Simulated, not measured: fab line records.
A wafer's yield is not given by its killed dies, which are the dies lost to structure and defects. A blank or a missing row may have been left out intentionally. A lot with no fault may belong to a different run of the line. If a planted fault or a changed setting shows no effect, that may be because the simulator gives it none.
8D (eight disciplines) problem report, filled in by code || flow gf180mcu || the parts of the form that need people (team, actions taken, sign-off) are left out

1. WHAT IS WRONG
Wafers free of any fault read 1429 (standard deviation 7.3) for HV_LDD_3_TW at GF_HV_LDD_TW_MEAS_38, against a mean of 1365 on 6 wafers of 2 lots. That puts it -8.8 standard deviations away from the usual mean.
First seen on wafer L451.1, day 16 04:43, on filmMetro-03. The record has a number at this step for 39 wafers belonging to 13 lots. Rule for "out", or "out of limits": more than 4 standard deviations from the usual mean. The other wafers with a number count as sound.

2. WHAT IT IS; WHAT IT IS NOT
{"question": "which readings at this step", "is": "HV_LDD_3_TW", "is not": "-"}
{"question": "which lots", "is": "L450, L451", "is not": "L437, L438, L441, L443, L444, L445, L446, L447, L453, L456, L459"}
{"question": "which wafers of those lots", "is": "all that have a number", "is not": "-"}
{"question": "read on which gauges", "is": "filmMetro-02, filmMetro-03", "is not": "filmMetro-01"}
{"question": "when", "is": "from day 16 04:43", "is not": "up to then (24 sound wafers); but 9 sound wafers of L453, L456, L459 came after"}

3. THE SUSPECTS, EACH WITH WHAT RULES IT OUT
Counting: a tool stays on the suspect list if, at a process step up to the reading, it processed all lots that are out and no sound lot following the first of them.
- the gauge at GF_HV_LDD_TW_MEAS_38 is ruled out. Those wafers that are out were read across 2 gauges (filmMetro-02, filmMetro-03).
- implanter-01 at GF_HV_LDD_IMPLANT_34: kept. All lots that are out passed through it, beginning with L451 at day 16 04:10, and no sound lot followed; its final sound lot before that point was L447 at day 15 07:38. Its own readings are out on those wafers: doseIonsCm2, faradayCurrentUA.
The count leaves implanter-01 at GF_HV_LDD_IMPLANT_34.

4. THE CAUSE (what the simulator had put in)
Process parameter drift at GF_HV_LDD_IMPLANT_34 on implanter-01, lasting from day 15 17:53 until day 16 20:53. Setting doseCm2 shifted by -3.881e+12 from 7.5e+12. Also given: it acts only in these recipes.
The count eliminated every tool but this one.

5. SEQUENCE OF EFFECTS, ordered by route
Rows list readings where the struck wafers' mean (over those with a number) sits beyond 3 standard deviations from the usual. Scope: only readings with a usual standard deviation given in the record; hours: median across lots of the time from each lot's start at the first step in this table that gives one to its start at this step; sigmas: change in usual standard deviations.
{"hours": 0, "step": "GF_HV_LDD_IMPLANT_34", "reading": "doseIonsCm2", "usual": 7.5e+12, "on struck wafers": 3.6e+12, "change": -3.9e+12, "sigmas": "-99 or more"}
{"hours": 0, "step": "GF_HV_LDD_IMPLANT_34", "reading": "faradayCurrentUA", "usual": 42.3, "on struck wafers": 20.4, "change": -21.8, "sigmas": -26}
{"hours": 1, "step": "GF_HV_LDD_TW_MEAS_38", "reading": "HV_LDD_3_TW", "usual": 1429, "on struck wafers": 1365, "change": -64, "sigmas": -8.8}
{"hours": 24, "step": "GF_HV_LDD_RS_MEAS_53", "reading": "HV_LDD_RS", "usual": "418.1 ohm/sq", "on struck wafers": 429.2, "change": "+11.1", "sigmas": "+12"}
Here are the process steps it includes:
- GF_HV_LDD_IMPLANT_34
At these later measuring or inspecting steps, every struck wafer for which the step has a row has a number for every such reading, and none has moved that far: GF_SAB_CD_MEAS_09, GF_SALICIDE_RS_MEAS_04.

6. WHAT WOULD HAVE CAUGHT IT SOONER
In this record the first reading out of limits at a measuring or inspecting step was taken at day 16 04:43, 11 hours after the fault began at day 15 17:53.
At GF_HV_LDD_IMPLANT_34, the tool's own readings (doseIonsCm2, faradayCurrentUA) were out on each struck wafer the step has a row for, so an alarm limit on them would have fired on the first such wafer.
Lots out: 2; of these, L450 started GF_HV_LDD_IMPLANT_34 on implanter-01 after day 16 04:43. Putting the tool on hold at that point would have spared it.
